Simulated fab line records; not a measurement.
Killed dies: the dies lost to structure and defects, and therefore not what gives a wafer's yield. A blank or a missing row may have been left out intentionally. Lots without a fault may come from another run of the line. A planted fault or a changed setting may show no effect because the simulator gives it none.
Chamber matching :: flow gf180mcu :: GF_V1_CMP_26 on cmp-01: 4 sister chambers
The step polishes, stops on SiO2, t overpolish 15 s, target thk 0 nm. 4 wafers are shown with their chamber, then 7 later ones without.

WAFERS PAIRED WITH THEIR CHAMBERS
wafer: L743.1
chamber: 0
overpolish_run_s (s): 14.985

wafer: L743.2
chamber: 2
overpolish_run_s (s): 14.992

wafer: L745.1
chamber: 3
overpolish_run_s (s): 15.008

wafer: L745.2
chamber: 1
overpolish_run_s (s): 15.012

WAFERS WITH NO CHAMBER GIVEN
wafer: L745.5
overpolish_run_s (s): 15.003

wafer: L751.3
overpolish_run_s (s): 14.994

wafer: L751.4
overpolish_run_s (s): 15.013

wafer: L751.6
overpolish_run_s (s): 15.011

wafer: L752.2
overpolish_run_s (s): 15.004

wafer: L752.4
overpolish_run_s (s): 15.013

wafer: L752.6
overpolish_run_s (s): 15.011

WHICH CHAMBER EACH ONE RAN IN
wafer: L745.5
from the rows above: can't be placed: 3 or 1
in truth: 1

wafer: L751.3
from the rows above: 2
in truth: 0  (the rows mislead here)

wafer: L751.4
from the rows above: can't be placed: 1 or 3
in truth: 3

wafer: L751.6
from the rows above: can't be placed: 1 or 3
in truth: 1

wafer: L752.2
from the rows above: can't be placed: 3 or 1
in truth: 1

wafer: L752.4
from the rows above: can't be placed: 1 or 3
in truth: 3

wafer: L752.6
from the rows above: can't be placed: 1 or 3
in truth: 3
Correct placement for 0 of the 7. Unplaceable from these rows: 6, with the true chamber sitting among the candidates in 6. 1 placed wrongly.
How it was worked out, from the rows above alone: a wafer's distance from a chamber is the root of the sum, over the readings, of the square of ((its reading less the chamber's mean) divided by the reading's scatter). The wafer belongs to the nearest chamber; if the next one is less than 2 further off, it can't be placed. A chamber's mean is the mean of its shown wafers. The scatter: root of mean squared gap, hidden wafer to nearest shown wafer, with one shown wafer a chamber.
